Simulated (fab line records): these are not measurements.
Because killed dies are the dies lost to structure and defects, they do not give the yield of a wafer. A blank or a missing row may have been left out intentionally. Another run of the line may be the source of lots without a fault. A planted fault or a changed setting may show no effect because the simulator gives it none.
8D (eight disciplines) problem report, filled in by code :: flow sfq line :: the parts of the form that need people (team, actions taken, sign-off) are left out

1. THE ISSUE
Wafers without a fault read 493.9 W, standard deviation 1.8; rf fwd power W at SFQ_TRILAYER_L0_VIA_BARC_OPEN_VIA_ETCH_021 reads a mean of 414.5 W on 4 wafers belonging to 2 lots. That puts it -44 standard deviations away from the usual mean.
The step: etches BARC in O2, target depth 125 nm, time 41.7 s.
First seen on wafer L264.4, day 10 18:22, on rie diel-03. Wafers with a number at this step in the record: 18, from 6 lots. Rule for "out" (also "out of limits"): further than 4 standard deviations from the usual mean. The other wafers with a number count as sound.

2. WHAT IT IS, WHAT IT ISN'T
question: which readings at this step
is: rf fwd power W
is not: chamber pressure mTorr, drypump motor current A, oes product au

question: which lots
is: L264, L265
is not: L250, L252, L253, L263

question: which wafers of those lots
is: L264.4, L264.5, L265.3, L265.6
is not: L264.2, L265.2

question: read on which tools
is: rie diel-03
is not: rie diel-02

question: when
is: from day 10 18:22
is not: up to then (13 sound wafers); but 1 sound wafer of L265 came after

3. WHAT RULES OUT EACH SUSPECT
Counting: a tool at a process step up to the reading stays a suspect if it ran every lot that is out. Sound lots after the first of them don't rule it out here, since some wafers of a struck lot are sound.
- rie metal-04 at SFQ_TRILAYER_L0_BARC_OPEN_METAL_ETCH_010 (etches BARC in O2, target depth 125 nm, time 41.7 s): kept. Ran every lot that is out, first one L264 (day 7 21:07); last sound lot up to then L263 (day 7 18:53).
- rie metal-04 at SFQ_TRILAYER_L0_ETCH_METAL_ETCH_008 (etches MoNx KI in SF6/O2, stops on SiO2, target depth 50 nm, time 25 s): kept. Ran every lot that is out, first one L264 (day 7 21:11); last sound lot up to then L263 (day 7 18:56).
- rie metal-04 at SFQ_TRILAYER_L0_STRIP_STRIP_009 (strips in O2): kept. Ran every lot that is out, first one L264 (day 7 21:13); last sound lot up to then L263 (day 7 18:59).
- rie diel-03 at SFQ_TRILAYER_L0_VIA_BARC_OPEN_VIA_ETCH_021 (etches BARC in O2, target depth 125 nm, time 41.7 s): kept. Ran every lot that is out, first one L264 (day 10 18:22); last sound lot up to then L263 (day 10 12:22). Its own readings are out on those wafers: rf fwd power W.
- Within rie diel-03 at SFQ_TRILAYER_L0_VIA_BARC_OPEN_VIA_ETCH_021: the wafers that are out ran in chamber 3; their sound lot-mates ran in chamber 1.
Left after counting: rie metal-04 at SFQ_TRILAYER_L0_BARC_OPEN_METAL_ETCH_010, rie metal-04 at SFQ_TRILAYER_L0_ETCH_METAL_ETCH_008, rie metal-04 at SFQ_TRILAYER_L0_STRIP_STRIP_009, rie diel-03 at SFQ_TRILAYER_L0_VIA_BARC_OPEN_VIA_ETCH_021.

4. THE CAUSE (what the simulator had put in)
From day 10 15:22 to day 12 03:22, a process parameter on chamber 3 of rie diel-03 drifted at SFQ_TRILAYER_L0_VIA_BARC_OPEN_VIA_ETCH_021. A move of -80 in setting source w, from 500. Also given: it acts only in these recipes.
After counting, 4 suspects remain, this tool included.

5. SEQUENCE OF EFFECTS, ordered by route
Rows list readings where the struck wafers' mean (over those with a number) sits beyond 3 standard deviations from the usual. Only readings whose record carries a usual standard deviation are examined. hours: median over the lots of the time between each lot's start at the first step of this table that gives one and its start at this step. sigmas: the change, counted in usual standard deviations.
hours: 0
step: SFQ_TRILAYER_L0_VIA_BARC_OPEN_VIA_ETCH_021
reading: rf fwd power W
usual: 493.9 W
on struck wafers: 414.5
change: -79.4
sigmas: -44
Process steps it contains:
- SFQ_TRILAYER_L0_VIA_BARC_OPEN_VIA_ETCH_021: etches BARC in O2, target depth 125 nm, time 41.7 s.

6. WHAT WOULD HAVE CAUGHT IT SOONER
The fault began at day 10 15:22; the first out-of-limits reading in this record came at day 10 18:22, 3 hours later.
